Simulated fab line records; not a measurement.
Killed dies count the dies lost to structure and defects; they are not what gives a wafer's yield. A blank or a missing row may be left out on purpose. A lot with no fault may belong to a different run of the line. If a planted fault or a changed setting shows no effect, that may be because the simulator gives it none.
Which of the tools did it? :: flow gf180mcu :: Sampling: 13 lots, 39 wafers, 5 of 602 route steps

WHAT EACH GAUGE READ, for each wafer
GF_POLY_GATE_CD_MEAS_10 targets a cd of 280 nm.
lot: L430
measured: day 9 15:26
on: cd-sem-01
cd-nm (nm): 279.4 278.8 280.0

lot: L431
measured: day 9 17:13
on: cd-sem-02
cd-nm (nm): 281.5 282.0 281.3

lot: L432
measured: day 10 02:32
on: cd-sem-01
cd-nm (nm): 278.3 279.3 278.2

lot: L433
measured: day 10 07:35
on: cd-sem-02
cd-nm (nm): 276.8 278.0 278.7

lot: L434
measured: day 10 11:36
on: cd-sem-02
cd-nm (nm): 279.3 279.1 278.5

lot: L441
measured: day 12 13:32
on: cd-sem-02
cd-nm (nm): 265.2 266.1 264.5

lot: L445
measured: day 13 14:52
on: cd-sem-02
cd-nm (nm): 279.5 280.9 279.0

lot: L446
measured: day 13 18:53
on: cd-sem-02
cd-nm (nm): 279.1 277.4 278.0

lot: L448
measured: day 14 10:43
on: cd-sem-02
cd-nm (nm): 279.4 279.6 279.3

lot: L449
measured: day 15 00:00
on: cd-sem-02
cd-nm (nm): 279.3 278.4 278.7

lot: L450
measured: day 15 05:01
on: cd-sem-01
cd-nm (nm): 281.8 280.9 281.3

lot: L452
measured: day 15 20:26
on: cd-sem-02
cd-nm (nm): 279.8 279.7 281.1

lot: L453
measured: day 16 00:37
on: cd-sem-02
cd-nm (nm): 280.9 281.2 281.2

GF_HV_LDD_OVL_MEAS_47.
lot: L430
measured: day 12 20:44
on: overlay-01
HV_LDD_03_OVL (nm): 0.6 -2.0 -0.9

lot: L431
measured: day 12 23:07
on: overlay-01
HV_LDD_03_OVL (nm): 1.6 1.0 0.0

lot: L432
measured: day 13 11:00
on: overlay-02
HV_LDD_03_OVL (nm): 0.9 3.4 1.6

lot: L433
measured: day 13 16:36
on: overlay-01
HV_LDD_03_OVL (nm): -1.4 0.4 1.4

lot: L434
measured: day 13 20:38
on: overlay-02
HV_LDD_03_OVL (nm): 0.5 -1.4 1.1

lot: L441
measured: day 16 03:40
on: overlay-01
HV_LDD_03_OVL (nm): -0.8 -1.0 0.1

lot: L445
measured: day 17 08:54
on: overlay-01
HV_LDD_03_OVL (nm): 0.3 -2.6 0.5

lot: L446
measured: day 17 13:38
on: overlay-02
HV_LDD_03_OVL (nm): 0.7 0.7 -0.4

lot: L448
measured: day 18 09:13
on: overlay-02
HV_LDD_03_OVL (nm): -0.6 0.0 0.5

lot: L449
measured: day 18 23:18
on: overlay-02
HV_LDD_03_OVL (nm): -0.7 1.6 1.2

lot: L450
measured: day 19 02:58
on: overlay-02
HV_LDD_03_OVL (nm): 1.1 2.4 3.0

lot: L452
measured: day 19 21:03
on: overlay-02
HV_LDD_03_OVL (nm): 0.7 2.3 2.0

lot: L453
measured: day 20 03:05
on: overlay-02
HV_LDD_03_OVL (nm): 2.4 3.0 3.2

GF_NSD_TW_MEAS_12.
lot: L430
measured: day 13 20:41
on: film-metro-04
NSD_TW: 4351 4327 4331

lot: L431
measured: day 13 22:53
on: film-metro-03
NSD_TW: 4275 4280 4261

lot: L432
measured: day 14 10:34
on: film-metro-04
NSD_TW: 4310 4327 4306

lot: L433
measured: day 14 16:23
on: film-metro-03
NSD_TW: 4243 4210 4236

lot: L434
measured: day 14 21:20
on: film-metro-04
NSD_TW: 4313 4336 4315

lot: L441
measured: day 17 05:43
on: film-metro-02
NSD_TW: 4297 4291 4296

lot: L445
measured: day 18 12:38
on: film-metro-03
NSD_TW: 4243 4263 4257

lot: L446
measured: day 18 17:29
on: film-metro-02
NSD_TW: 4297 4324 4313

lot: L448
measured: day 19 12:26
on: film-metro-02
NSD_TW: 4287 4271 4280

lot: L449
measured: day 20 05:02
on: film-metro-04
NSD_TW: 4333 4319 4336

lot: L450
measured: day 20 07:16
on: film-metro-04
NSD_TW: 4343 4333 4319

lot: L452
measured: day 21 00:50
on: film-metro-03
NSD_TW: 4247 4246 4237

lot: L453
measured: day 21 06:49
on: film-metro-04
NSD_TW: 4332 4319 4338

WHICH TOOL RAN EACH LOT (tool, then ch and the chambers of the sampled wafers, then the start)
lot: L430
GF_POLY_GATE_EXPOSE_07: krf-scanner-01 ch 0, day 9 06:50
GF_POLY_GATE_STRIP_14: plasma-asher-04 ch 0,1, day 9 15:41

lot: L431
GF_POLY_GATE_EXPOSE_07: krf-scanner-01 ch 0, day 9 08:51
GF_POLY_GATE_STRIP_14: plasma-asher-02 ch 0,1, day 9 17:29

lot: L432
GF_POLY_GATE_EXPOSE_07: krf-scanner-02 ch 0, day 9 17:53
GF_POLY_GATE_STRIP_14: plasma-asher-03 ch 0,1, day 10 02:48

lot: L433
GF_POLY_GATE_EXPOSE_07: krf-scanner-01 ch 0, day 9 22:49
GF_POLY_GATE_STRIP_14: plasma-asher-02 ch 0,1, day 10 07:50

lot: L434
GF_POLY_GATE_EXPOSE_07: krf-scanner-02 ch 0, day 10 02:58
GF_POLY_GATE_STRIP_14: plasma-asher-03 ch 0,1, day 10 11:52

lot: L441
GF_POLY_GATE_EXPOSE_07: krf-scanner-02 ch 0, day 12 03:23
GF_POLY_GATE_STRIP_14: plasma-asher-04 ch 0,1, day 12 13:49

lot: L445
GF_POLY_GATE_EXPOSE_07: krf-scanner-02 ch 0, day 13 05:10
GF_POLY_GATE_STRIP_14: plasma-asher-03 ch 0,1, day 13 15:07

lot: L446
GF_POLY_GATE_EXPOSE_07: krf-scanner-02 ch 0, day 13 09:02
GF_POLY_GATE_STRIP_14: plasma-asher-02 ch 0,1, day 13 19:10

lot: L448
GF_POLY_GATE_EXPOSE_07: krf-scanner-02 ch 0, day 14 01:03
GF_POLY_GATE_STRIP_14: plasma-asher-04 ch 0,1, day 14 10:58

lot: L449
GF_POLY_GATE_EXPOSE_07: krf-scanner-02 ch 0, day 14 13:44
GF_POLY_GATE_STRIP_14: plasma-asher-04 ch 0,1, day 15 00:14

lot: L450
GF_POLY_GATE_EXPOSE_07: krf-scanner-02 ch 0, day 14 18:29
GF_POLY_GATE_STRIP_14: plasma-asher-03 ch 0,1, day 15 05:16

lot: L452
GF_POLY_GATE_EXPOSE_07: krf-scanner-02 ch 0, day 15 09:37
GF_POLY_GATE_STRIP_14: plasma-asher-02 ch 0,1, day 15 20:40

lot: L453
GF_POLY_GATE_EXPOSE_07: krf-scanner-02 ch 0, day 15 14:04
GF_POLY_GATE_STRIP_14: plasma-asher-02 ch 0,1, day 16 00:52
- GF_POLY_GATE_EXPOSE_07: exposes mask Poly2, target cd 280 nm.
- GF_POLY_GATE_STRIP_14: strips in O2/N2.

AS READ BY THE TOOLS THEMSELVES (means over the sampled wafers that have a number; for cases with no such wafer, the mark the record gives instead)
GF_POLY_GATE_STRIP_14.
lot: L430
tool: plasma-asher-04
drypump-motor-current-A (A): 6.1
heater-power-w (W): 342
oes-product-au (a.u.): 0.505

lot: L431
tool: plasma-asher-02
drypump-motor-current-A (A): 4.8
heater-power-w (W): 346
oes-product-au (a.u.): 0.506

lot: L432
tool: plasma-asher-03
drypump-motor-current-A (A): 5.7
heater-power-w (W): 322
oes-product-au (a.u.): 0.500

lot: L433
tool: plasma-asher-02
drypump-motor-current-A (A): 4.8
heater-power-w (W): 351
oes-product-au (a.u.): 0.511

lot: L434
tool: plasma-asher-03
drypump-motor-current-A (A): 5.7
heater-power-w (W): 319
oes-product-au (a.u.): 0.504

lot: L441
tool: plasma-asher-04
drypump-motor-current-A (A): 5.8
heater-power-w (W): 336
oes-product-au (a.u.): 0.505

lot: L445
tool: plasma-asher-03
drypump-motor-current-A (A): 5.7
heater-power-w (W): 320
oes-product-au (a.u.): 0.504

lot: L446
tool: plasma-asher-02
drypump-motor-current-A (A): 4.9
heater-power-w (W): 348
oes-product-au (a.u.): 0.506

lot: L448
tool: plasma-asher-04
drypump-motor-current-A (A): 5.8
heater-power-w (W): 334
oes-product-au (a.u.): 0.505

lot: L449
tool: plasma-asher-04
drypump-motor-current-A (A): 6.1
heater-power-w (W): 343
oes-product-au (a.u.): 0.499

lot: L450
tool: plasma-asher-03
drypump-motor-current-A (A): 5.7
heater-power-w (W): 320
oes-product-au (a.u.): 0.505

lot: L452
tool: plasma-asher-02
drypump-motor-current-A (A): 5.0
heater-power-w (W): 350
oes-product-au (a.u.): 0.505

lot: L453
tool: plasma-asher-02
drypump-motor-current-A (A): 4.9
heater-power-w (W): 350
oes-product-au (a.u.): 0.504

THE ANSWER, worked out from the rows above alone
Rule: what is usual is taken from the lots themselves. Put in order of their means at a reading, lots are off if they are a third of the lots or fewer, leave a main group of 4 or more, and stand apart from it by a gap of 3 or more times the standard deviation of the main group's means; of several such gaps the widest counts. A main group is skipped when, at the precision printed for the reading in the tables above, its means are all equal. Also off: a lot with no number at a reading for which 4 or more lots have one. The other lots that the step has rows for count as sound. The gauges are gone through in route order, then the tools' own readings, and for those a lot's mean is taken as printed above. At the first step where some lot is off, the reading lying furthest off is the one used; lots without a number count as furthest.
Off, at GF_POLY_GATE_CD_MEAS_10 on cd-nm: L441. Main group: mean 279.6 nm, sd 1.2.
A tool fits if, at a process step before that reading, it ran every lot that is off, and no sound lot after the first of them. Gauges at GF_POLY_GATE_CD_MEAS_10: tried the same way as those tools. Of those tried, none fits.

WHAT WAS PUT IN BY THE SIMULATOR
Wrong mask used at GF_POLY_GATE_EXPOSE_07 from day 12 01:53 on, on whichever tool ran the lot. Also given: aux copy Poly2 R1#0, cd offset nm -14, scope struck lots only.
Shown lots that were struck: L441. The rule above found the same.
